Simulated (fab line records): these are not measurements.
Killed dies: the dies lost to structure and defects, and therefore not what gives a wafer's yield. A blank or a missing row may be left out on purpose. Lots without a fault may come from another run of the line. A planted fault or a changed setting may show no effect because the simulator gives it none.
Comparing a struck lot with a sound one -- flow sky130 -- 16 steps out of a route of 708
Sound: these wafers, L339.1, L339.2, L339.5. Struck: wafer L330.4; the same lot's L330.2 was not struck, so it is left out; see the end for the cause.
Each step with rows lists, per side, the tool, then ch with its chambers, then its first start. Under that, the readings that differ: sound wafers -- struck wafers -- difference of the means -- sigmas: that difference in standard deviations of wafers without a fault.
alike: same words and numbers on both sides, and readings whose means sit less than 2 such deviations apart. not compared: any withheld reading, any reading some wafer has no value for, any bound like >300 that may hide the same value, and any number with overlapping values for which the record gives no deviation.
Wherever a step has rows on one side only, a row that says differs or no value, or a row with sigmas, the two part there. Numbers that don't overlap but have no deviation are shown without sigmas and don't part them. A reading missing from all wafers of one side parts the sides only when that side holds two or more wafers.

SKY_VIA2_BOW_MEAS_03:
  sound on film_metro-04 at day 41 02:10; struck on film_metro-01 at day 38 13:35
  alike: VIA2_BOW
then, 8 steps without rows for these wafers: SKY_VIA2_DEHYDRATE_04 (time 60 s); SKY_VIA2_HMDS_05 (prime time 60 s); SKY_VIA2_COAT_06 (resist thk 60 nm); SKY_VIA2_COAT_07 (resist thk 450 nm); SKY_VIA2_SOFTBAKE_08 (time 90 s); SKY_VIA2_EXPOSE_09 (exposes mask VIM2, target cd 200 nm); SKY_VIA2_PEB_10; SKY_VIA2_DEVELOP_11 (develop time 60 s).
SKY_VIA2_CD_MEAS_12: the cd target is 200 nm.
  sound on cd_sem-02 at day 42 02:34; struck on cd_sem-01 at day 39 15:44
  alike: cd_nm
SKY_VIA2_OVL_MEAS_13:
  sound on overlay-02 at day 42 02:41; struck on overlay-02 at day 39 15:50
  alike: VIA2_OVL
SKY_VIA2_ETCH_14: etches BARC in N2/H2, stops on SiO2, time 45.9 s, target depth 60 nm.
  sound on rie_diel-04 ch 1,2,3, day 42 02:44; struck on rie_diel-04 ch 2, day 39 15:52
reading,sound,struck,difference,sigmas
oes_product_au (a.u.),0.859 0.860 0.854,0.847,-0.011,-2
  alike: drypump_motor_current_A, run_length_s, throttle_valve_pct
  not compared: rf_hours_counter_h
SKY_VIA2_ETCH_15: etches SiO2 in C4F8/O2/Ar, stops on TiN, target depth 546 nm, time 84 s.
  sound on rie_diel-04 ch 1,2,3, day 42 02:46; struck on rie_diel-04 ch 2, day 39 15:55
reading,sound,struck,difference,sigmas
oes_product_au (a.u.),0.938 0.939 0.933,1.002,+0.065,+14
run_length_s (s),112.6 112.5 112.1,87.0,-25.4,-62
model.etch.depth_nm (nm),494.9 495.1 494.6,384.4,-110.5,
model.VIA2.feature_depth_nm (nm),494.9 495.1 494.6,384.4,-110.5,
model.KrF-thick_of_VIA2_COAT_07.thk_nm (nm),283.5 283.6 283.5,315.6,+32.1,
  not compared: rf_hours_counter_h
SKY_VIA2_STRIP_16: strips in O2/N2.
  sound on plasma_asher-03 ch 0,1, day 42 02:50; struck on plasma_asher-02 ch 0, day 39 15:58
reading,sound,struck,difference,sigmas
oes_product_au (a.u.),0.400 0.396 0.392,0.414,+0.018,+4
strip_time_to_endpoint_s (s),4.048 4.070 4.063,4.397,+0.337,+12
  alike: drypump_motor_current_A
  not compared: rf_hours_counter_h
then, 1 step without rows for these wafers: SKY_VIA2_STRIP_17 (strips in post etch residue remover, time 1200 s).
-- the record jumps here: 9 days lie between the struck wafers' starts before and after (it left off in module VIA2 and takes up again in module PAD_OPEN, whose first step shown is number 708 of the route) --
SKY_PAD_OPEN_PROBE_99:
  sound on prober-01 at day 50 12:11; struck on prober-02 at day 48 12:13
reading,sound,struck,difference,sigmas
defect_limited_yield (%),80.7 78.5 81.7,0,-80,-45
killed_at_M0_to_M3,49 58 44,453,+403,+67
killed_at_front_end,18 25 19,11,-10,-2
killed_dies,95 106 90,492,+395,+45
killed_on_rim,18 20 16,96,+78,+22
killed_short,47 50 46,33,-15,-3
sort_bin_5_function (%),10.4 14.0 11.4,92.9,+81.0,+58
sort_n_pass,397 386 402,0,-395,-45
sort_yield_pct (%),80.7 78.5 81.7,0,-80,-45
  alike: killed_at_M4_up, killed_at_contacts, killed_at_other, killed_open, sort_bin_3_pad_short, sort_bin_6_memory

WHERE THEY PART
Earliest at SKY_VIA2_ETCH_14; latest, in this record, at SKY_PAD_OPEN_PROBE_99.

WHY: what the simulator had put in
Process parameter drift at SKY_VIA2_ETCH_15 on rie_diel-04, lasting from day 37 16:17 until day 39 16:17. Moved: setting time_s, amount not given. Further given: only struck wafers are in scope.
